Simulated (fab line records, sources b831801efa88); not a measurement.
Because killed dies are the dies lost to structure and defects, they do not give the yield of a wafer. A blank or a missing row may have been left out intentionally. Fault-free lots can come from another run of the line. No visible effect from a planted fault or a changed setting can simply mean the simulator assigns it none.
fab line records -- flow gf180mcu
record lots=6, wafers=18, last_day=34
route steps=602 shown V3@435
lots that met no fault: from a run of the same line without faults
start_h: start of the lot's first displayed wafer, in hours after the record's first day -- wait_h: time in hours since the lot's previous step -- " identical to the entry in the row above -- L1.1+2: several wafers, shown together as one row -- - either no value or no given start -- * or withheld: withheld -- < > ~ a bound
route shown NAME@n: names a module that has steps shown in the file, with the first one's number in the route -- usual: mean/standard deviation taken from wafers without a fault -- same: alike in all rows -- chamber/n: place in a boat -- sites: readings site by site -- _std_site: the values' standard deviation -- _edge_site: the outer-site mean with the inner-site mean subtracted -- radius_mm: how far each site lies from the wafer's centre -- mask NAME#n: copy n -- behind: the most recent tool/chamber to have shaped the wafer -- hold: what put the lot on hold/how long, in hours/how the hold closed -- device: which transistor (n, p or np) failed to switch -- end of line: the route-end tests of the same wafers -- a step with no rows: only its recipe -- killed: the dies lost at the first sort to structure and to defects; this is not the yield of the wafer -- map: dies across one wafer; x = killed, . = not, _ = none there
set.NAME: the setting as run; set.NAME@STEP: as run at that earlier step -- model.NAME: the simulator's own value behind a step, which no gauge read
a table for each step, a row for each wafer; lots at some steps of the route
services: from which hour (start_h, from the record's first day; less than 0 if before it) a tool's chamber was out of use, for how many hours, and why
## steps
# step GF_V3_DEHYDRATE_06
# recipe temp_c=200, time_s=60
# step GF_V3_HMDS_07
# recipe prime_time_s=60, prime_temp_c=120
# step GF_V3_COAT_08
# recipe resist=BARC, temp_c=withheld, time_s=withheld, spin_rpm=withheld, resist_thk_nm=withheld
# step GF_V3_COAT_09
# recipe resist=KrF, spin_rpm=withheld, resist_thk_nm=1000
# step GF_V3_SOFTBAKE_10
# recipe temp_c=130, time_s=60, resist=KrF
# step GF_V3_EXPOSE_11
# recipe mask_id=Via3, target_cd_nm=260, na=0.68, source_shape=conventional, sigma_outer=0.6, dose_mj=38
# step GF_V3_PEB_12
# recipe peb_temp_c=135, peb_time_s=90, resist=KrF
# step GF_V3_DEVELOP_13
# recipe develop_time_s=60, resist=KrF, dev_temp_c=21
# step GF_V3_CD_MEAS_14
# recipe target_cd_nm=260
# usual cd_nm=260.1/1
lot.wafer,tool,chamber,start_h,wait_h,cd_nm
L533.4,cd_sem-02,-,545.34,0.1,259.0
L533.5,cd_sem-02,-,545.34,0.1,258.6
L533.6,cd_sem-02,-,545.34,0.1,259.0
L544.1,cd_sem-01,-,630.31,0.1,258.9
L544.2,cd_sem-01,-,630.31,0.1,261.1
L544.6,cd_sem-01,-,630.31,0.1,258.7
L545.4,cd_sem-02,-,634.04,0.1,259.9
L545.5,cd_sem-02,-,634.04,0.1,260.4
L545.6,cd_sem-02,-,634.04,0.1,260.3
L548.1,cd_sem-01,-,652.18,0.1,261.0
L548.3,cd_sem-01,-,652.18,0.1,260.6
L548.4,cd_sem-01,-,652.18,0.1,261.5
L550.1,cd_sem-01,-,660.03,0.1,260.5
L550.5,cd_sem-01,-,660.03,0.1,260.5
L550.6,cd_sem-01,-,660.03,0.1,260.2
L552.1,cd_sem-02,-,680.51,0.1,257.6
L552.2,cd_sem-02,-,680.51,0.1,258.9
L552.4,cd_sem-02,-,680.51,0.1,257.8
# step GF_V3_OVL_MEAS_15
# usual V3_OVL=-3/5.9
lot.wafer,tool,chamber,start_h,wait_h,V3_OVL[nm]
L533.4,overlay-01,-,545.41,0.1,-3
L533.5,overlay-01,-,545.41,0.1,-11
L533.6,overlay-01,-,545.41,0.1,-4
L544.1,overlay-01,-,630.43,0.1,2
L544.2,overlay-01,-,630.43,0.1,-13
L544.6,overlay-01,-,630.43,0.1,-12
L545.4,overlay-01,-,634.11,0.1,-10
L545.5,overlay-01,-,634.11,0.1,-1
L545.6,overlay-01,-,634.11,0.1,-13
L548.1,overlay-02,-,652.30,0.1,-10
L548.3,overlay-02,-,652.30,0.1,-7
L548.4,overlay-02,-,652.30,0.1,0
L550.1,overlay-02,-,660.15,0.1,-13
L550.5,overlay-02,-,660.15,0.1,-11
L550.6,overlay-02,-,660.15,0.1,0
L552.1,overlay-01,-,680.63,0.1,-9
L552.2,overlay-01,-,680.63,0.1,-3
L552.4,overlay-01,-,680.63,0.1,-2
# step GF_V3_ETCH_16
# recipe chemistry=N2/H2, target_depth_a=withheld, overetch_a=withheld, time_s=withheld, target=BARC, ion_energy_ev=200, source_w=500, bias_w=100, pressure_mtorr=30, n2_flow_sccm=100, h2_flow_sccm=200
# usual drypump_motor_current_A=5.7/0.51, oes_product_au=0.855/0.0044, throttle_valve_pct=13.225/0.0089
lot.wafer,tool,chamber,start_h,wait_h,drypump_motor_current_A,oes_product_au,throttle_valve_pct
L533.4,rie_diel-03,1,545.43,0.0,5.7,0.856,13.214
L533.5,rie_diel-03,3,545.43,0.0,6.1,0.859,13.205
L533.6,rie_diel-03,0,545.43,0.0,5.2,0.858,13.221
L544.1,rie_diel-04,2,630.47,0.0,5.6,0.854,13.230
L544.2,rie_diel-04,1,630.47,0.0,5.9,0.858,13.207
L544.6,rie_diel-04,3,630.47,0.0,6.4,0.852,13.218
L545.4,rie_diel-04,1,634.13,0.0,5.9,0.859,13.238
L545.5,rie_diel-04,1,634.13,0.0,5.9,0.851,13.231
L545.6,rie_diel-04,0,634.13,0.0,6.1,0.857,13.219
L548.1,rie_diel-03,1,652.33,0.0,5.7,0.863,13.212
L548.3,rie_diel-03,0,652.33,0.0,5.2,0.855,13.216
L548.4,rie_diel-03,2,652.33,0.0,6.3,0.854,13.225
L550.1,rie_diel-04,0,660.18,0.0,6.2,0.862,13.226
L550.5,rie_diel-04,0,660.18,0.0,6.1,0.852,13.226
L550.6,rie_diel-04,1,660.18,0.0,5.9,0.854,13.239
L552.1,rie_diel-02,2,680.67,0.0,5.8,0.856,13.218
L552.2,rie_diel-02,3,680.67,0.0,5.2,0.856,13.220
L552.4,rie_diel-02,0,680.67,0.0,4.8,0.857,13.238
# step GF_V3_ETCH_17
# recipe chemistry=C4F8/O2/Ar, mask_material=KrF, target=SiO2, stop_on=TiN, source_w=1500, bias_w=1200, pressure_mtorr=40, c4f8_flow_sccm=withheld, O2_flow_sccm=6, Ar_flow_sccm=300, time_s=withheld, target_depth_a=6350
# usual oes_product_au=0.856/0.0042
lot.wafer,tool,chamber,start_h,wait_h,oes_product_au
L533.4,rie_diel-03,1,-,-,0.861
L533.5,rie_diel-03,3,-,-,0.856
L533.6,rie_diel-03,0,-,-,0.862
L544.1,rie_diel-04,2,-,-,0.850
L544.2,rie_diel-04,1,-,-,0.857
L544.6,rie_diel-04,3,-,-,0.859
L545.4,rie_diel-04,1,-,-,0.860
L545.5,rie_diel-04,1,-,-,0.863
L545.6,rie_diel-04,0,-,-,0.853
L548.1,rie_diel-03,1,-,-,0.857
L548.3,rie_diel-03,0,-,-,0.855
L548.4,rie_diel-03,2,-,-,0.856
L550.1,rie_diel-04,0,-,-,0.849
L550.5,rie_diel-04,0,-,-,0.861
L550.6,rie_diel-04,1,-,-,0.851
L552.1,rie_diel-02,2,-,-,0.862
L552.2,rie_diel-02,3,-,-,0.860
L552.4,rie_diel-02,0,-,-,0.850
# step GF_V3_STRIP_18
# recipe chemistry=O2/N2, power_w=1400, pressure_mtorr=1500, platen_temp_c=250, o2_flow_sccm=3000, n2_flow_sccm=300, overash_fraction=0.5
# usual chamber_pressure_mTorr=1500.0/1.3, drypump_motor_current_A=6.1/0.38, heater_power_w=317/28, oes_product_au=0.594/0.0042, overash_fraction=0.5/0, platen_temp_c=249.99/0.22
lot.wafer,tool,chamber,start_h,wait_h,chamber_pressure_mTorr,drypump_motor_current_A,heater_power_w,oes_product_au,overash_fraction,platen_temp_c,rf_hours_counter_h
L533.4,plasma_asher-02,0,545.60,-,1499.2,6.3,281,0.591,0.5,249.98,-
L533.5,plasma_asher-02,0,545.60,-,1497.1,6.3,287,0.593,0.5,250.42,-
L533.6,plasma_asher-02,1,545.60,-,1501.9,6.2,303,0.594,0.5,250.32,-
L544.1,plasma_asher-03,1,630.60,-,-,-,-,-,-,-,-
L544.2,plasma_asher-03,0,630.60,-,-,-,-,-,-,-,-
L544.6,plasma_asher-03,0,630.60,-,-,-,-,-,-,-,-
L545.4,plasma_asher-02,1,634.29,-,-,-,-,-,-,-,-
L545.5,plasma_asher-02,0,634.29,-,-,-,-,-,-,-,-
L545.6,plasma_asher-02,1,634.29,-,-,-,-,-,-,-,-
L548.1,plasma_asher-04,1,652.46,-,1502.7,5.2,355,0.596,0.5,249.78,19
L548.3,plasma_asher-04,0,652.46,-,1500.4,5.5,332,0.591,0.5,250.03,-
L548.4,plasma_asher-04,1,652.46,-,1501.3,5.2,358,0.589,0.5,250.23,-
L550.1,plasma_asher-02,0,660.31,-,1502.3,6.3,283,0.599,0.5,249.77,89
L550.5,plasma_asher-02,1,660.31,-,1499.4,6.2,305,0.595,0.5,250.05,-
L550.6,plasma_asher-02,0,660.31,-,1500.3,6.2,277,0.595,0.5,249.80,-
L552.1,plasma_asher-02,0,680.79,-,1502.9,6.2,282,0.591,0.5,250.17,91
L552.2,plasma_asher-02,1,680.79,-,1500.5,6.3,305,0.594,0.5,250.02,91
L552.4,plasma_asher-02,0,680.79,-,1498.3,6.2,284,0.591,0.5,249.83,-
# step GF_V3_STRIP_19
# recipe chemistry=post_etch_residue_remover, time_s=1200, temp_c=72.5
## services
tool,chamber,start_h,hours,kind
rie_diel-02,-,526.40,0.7,repair
rie_diel-02,1,528.17,13.7,repair
rie_diel-03,-,529.11,0.2,repair
rie_diel-03,0,548.97,65.0,repair
plasma_asher-04,-,584.24,17.2,pm
rie_diel-04,0,605.16,14.2,repair
plasma_asher-04,-,605.81,30.2,repair
rie_diel-03,2,613.94,-,clean
rie_diel-03,2,613.94,29.2,scheduled_down
rie_diel-03,2,613.94,29.2,vent_cycle
rie_diel-03,-,626.37,1.4,repair
rie_diel-04,0,650.34,5.5,repair
rie_diel-04,2,653.41,7.1,repair
rie_diel-03,0,654.45,-,clean
rie_diel-03,0,654.45,15.9,scheduled_down
rie_diel-03,0,654.45,15.9,vent_cycle
rie_diel-03,3,661.04,4.8,repair
## key
first_sign step=GF_V3_STRIP_18, reading=tool_record, direction=missing
effect none on later readings
met_at GF_V3_STRIP_18
struck_wafers L544.1,L544.2,L544.6,L545.4,L545.5,L545.6
later_rows_left_out L544.1,L544.2,L544.6,L545.4,L545.5,L545.6
sort_left_out L544.1,L544.2,L544.6,L545.4,L545.5,L545.6
onset_between 545.60 630.60
fault kind=skipped_step_whole, tool=plasma_asher-02,plasma_asher-03, chamber=-, onset_h=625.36, steps=GF_V3_STRIP_18, scope=struck_lots_only
# sort_left_out: the simulated sort isn't trusted on such a fault, so these wafers' sort isn't shown, and their yield isn't known
# later_rows_left_out: the simulator's readings of these wafers behind a module that went badly wrong aren't trusted and aren't shown, but for the sort
